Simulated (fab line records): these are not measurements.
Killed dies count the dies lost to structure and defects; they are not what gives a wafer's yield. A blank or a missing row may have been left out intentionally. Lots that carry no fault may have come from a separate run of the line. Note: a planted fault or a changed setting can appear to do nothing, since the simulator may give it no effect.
Comparing a struck lot with a sound one | flow sky130 | 17 out of 708 route steps
Sound: wafers L875.2, L875.5, L875.6. Struck: wafers L887.1, L887.3, L887.4. The cause is named last.
Order at every step that has rows: each side's tool, ch and its chambers, its first start. Under that, the readings that differ: sound wafers | struck wafers | difference of the means | sigmas: that difference in standard deviations of wafers without a fault.
alike: same words and numbers on both sides, and readings whose means sit less than 2 such deviations apart. not compared: any withheld reading, any reading some wafer has no value for, any bound like >300 that may hide the same value, and any number with overlapping values for which the record gives no deviation.
The two part at a step that has a row with sigmas, a row that says differs or no value, or rows on one side only. Numbers that don't overlap but have no deviation are shown without sigmas and don't part them. A reading missing from all wafers of one side parts the sides only when that side holds two or more wafers.

SKY_GATE_OXIDE_TW_MEAS_14:
  sound on filmMetro-01, day 14 02:30; struck on filmMetro-02, day 18 07:14
reading       | sound             | struck            | difference | sigmas
GATE_OXIDE_TW | 221.3 220.9 221.4 | 225.7 224.7 224.4 | +3.7       | +3
then, 3 steps without rows for these wafers: SKY_GATE_OXIDE_CLEAN_15 (cleans in SC1/SC2, time 150 s); SKY_GATE_OXIDE_OXIDATION_16 (stabilise 600 s, purge 300 s, target thk 3.57 nm); SKY_POLY_GATE_CVD_00 (deposits poly-Si, target thk 180 nm, time 720 s).
SKY_POLY_GATE_THK_MEAS_01:
  sound on filmMetro-04, day 14 05:21; struck on filmMetro-03, day 18 11:08
  alike: POLY_GATE_CVD_00_THK
then, 7 steps without rows for these wafers: SKY_RES_PROTECT_DEHYDRATE_00 (time 60 s); SKY_RES_PROTECT_HMDS_01 (prime time 60 s); SKY_RES_PROTECT_COAT_02 (resist thk 1140 nm); SKY_RES_PROTECT_SOFTBAKE_03 (time 60 s); SKY_RES_PROTECT_EXPOSE_04 (exposes mask RPM, target cd 1270 nm); SKY_RES_PROTECT_PEB_05; SKY_RES_PROTECT_DEVELOP_06 (develop time 60 s).
SKY_POLY_GATE_IMPLANT_02:
  sound on implanter-01 ch 0, day 15 06:58; struck on implanter-04 ch 0, day 19 16:29
reading                       | sound                         | struck                     | difference | sigmas
beamOnS (s)                   | 30.7 30.8 30.8                | 9.6 10.1 10.4              | -20.7      | -15
doseIonsCm2                   | 7.696e+15 7.696e+15 7.704e+15 | 7.59e+14 7.68e+14 7.55e+14 | -6.94e+15  | -99 or more
endStationPressureTorr (Torr) | 1.22e-05 1.22e-05 1.2e-05     | 8.5e-06 8.5e-06 8.8e-06    | -3.5e-06   | -5
faradayCurrentUA              | 13730 13744 13695             | 4419 4241 4131             | -9459      | -18
SKY_RES_PROTECT_STRIP_07: strips in O2/N2.
  sound on plasmaAsher-04 ch 0,1, day 15 07:05; struck on plasmaAsher-04 ch 0,1, day 19 16:38
reading                  | sound             | struck            | difference | sigmas
oesProductAu (a.u.)      | 0.520 0.518 0.523 | 0.671 0.670 0.678 | +0.153     | +35
stripTimeToEndpointS (s) | 23.29 23.33 23.29 | 15.25 15.26 15.25 | -8.05      | -99 or more
  alike: drypumpMotorCurrentA
  not compared: rfHoursCounterH
SKY_RES_PROTECT_TW_MEAS_08:
  sound on filmMetro-03, day 15 07:12; struck on filmMetro-02, day 19 16:44
reading      | sound          | struck         | difference | sigmas
POLY_GATE_TW | 4068 4054 4081 | 2821 2812 2804 | -1255      | -42
then, 1 step without rows for these wafers: SKY_RES_PROTECT_CLEAN_09 (cleans in SC1/SC2, time 150 s).
-- a jump in the record: the struck wafers' starts before and after are 30 days apart (it breaks off in module RES_PROTECT and resumes in module PAD_OPEN, where the first step shown is number 708 of the route) --
SKY_PAD_OPEN_PROBE_99:
  sound on prober-02, day 45 21:04; struck on prober-02, day 49 06:37
reading                                 | sound                         | struck                        | difference | sigmas
model.etest.liconPoly.rcOhm             | 151.5 151.9 155.9             | 1.412e+05 1.406e+05 1.548e+05 | +1.454e+05 | 
model.etest.resPoly.lineOhmUm           | 511.6 492.8 544.3             | 8466 9238 9352                | +8502      | 
model.etest.resPoly.rsOhmSq             | 48.59 48.82 48.27             | 840.9 854.9 881.4             | +810.5     | 
model.etest.nfet_16v.rOnOhmUm           | 1.395e+04 1.403e+04 1.386e+04 | 1.463e+04 1.445e+04 1.455e+04 | +5.967e+02 | 
model.etest.ring_1v8.delayPs            | 21.12 21.48 19.82             | 450.8 448 491.1               | +442.5     | 
model.etest.ring_5v.delayPs             | 45.61 45.93 45.02             | 471.5 468.9 510.7             | +438.2     | 
model.etest.nfet_01v8.rOnOhmUm          | 831.9 819.5 791.9             | 1011 994.9 1010               | +191       | 
model.etest.nfet_01v8_swapped.driveUaUm | 514.4 518.8 533.1             | 389.6 388.6 390.3             | -132.6     | 
  alike: killed_at_M0_to_M3, killed_at_M4_up, killedAtContacts, killedAtFrontEnd, killedAtOther, killedDies, killedOpen, killedShort

## WHERE THEY PART
Last at SKY_RES_PROTECT_TW_MEAS_08 as far as this record goes, first at SKY_GATE_OXIDE_TW_MEAS_14. Later steps at which nothing parts them and some readings are alike: SKY_PAD_OPEN_PROBE_99.

WHY: what the simulator had put in
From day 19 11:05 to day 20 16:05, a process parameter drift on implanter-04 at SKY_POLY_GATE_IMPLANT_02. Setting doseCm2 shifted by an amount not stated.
